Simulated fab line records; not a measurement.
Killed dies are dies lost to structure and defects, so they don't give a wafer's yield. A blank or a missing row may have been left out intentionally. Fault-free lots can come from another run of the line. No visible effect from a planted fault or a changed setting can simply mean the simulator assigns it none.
Matching of chambers | flow gf180mcu | GF_V5_ETCH_16 on rieDiel-02 has 4 sister chambers
The step etches BARC in N2/H2. 4 wafers are shown with their chamber, then 7 later ones without.

== WAFERS PAIRED WITH THEIR CHAMBERS ==
wafer  | chamber | drypumpMotorCurrentA (A)
L454.3 | 2       | 6.2
L457.1 | 3       | 5.5
L461.3 | 0       | 6.3
L461.4 | 1       | 5.8

== WAFERS WITH NO CHAMBER GIVEN ==
wafer  | drypumpMotorCurrentA (A)
L461.5 | 5.7
L462.4 | 5.5
L462.5 | 5.5
L462.6 | 6.3
L470.1 | 5.6
L470.4 | 6.3
L470.5 | 6.3

== WHICH CHAMBER EACH WENT THROUGH ==
wafer  | from the rows above     | in truth
L461.5 | can't be placed: 1 or 3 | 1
L462.4 | 3                       | 3
L462.5 | 3                       | 3
L462.6 | can't be placed: 0 or 2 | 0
L470.1 | can't be placed: 3 or 1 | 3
L470.4 | can't be placed: 0 or 2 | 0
L470.5 | can't be placed: 0 or 2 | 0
Correctly placed: 2 of 7. These rows do not allow placing 5 (true chamber among the candidates in 5). Number placed wrongly: 0.
How it was worked out, from the rows above alone: a wafer's distance from a chamber is the root of the sum, over the readings, of the square of ((its reading less the chamber's mean) divided by the reading's scatter). The wafer belongs to the nearest chamber; if the next one is less than 2 further off, it can't be placed. For every chamber, the mean is computed from those of its wafers that are shown. The scatter: with one shown wafer a chamber, the root of the mean of the squares of how far each hidden wafer lies from its nearest shown one.
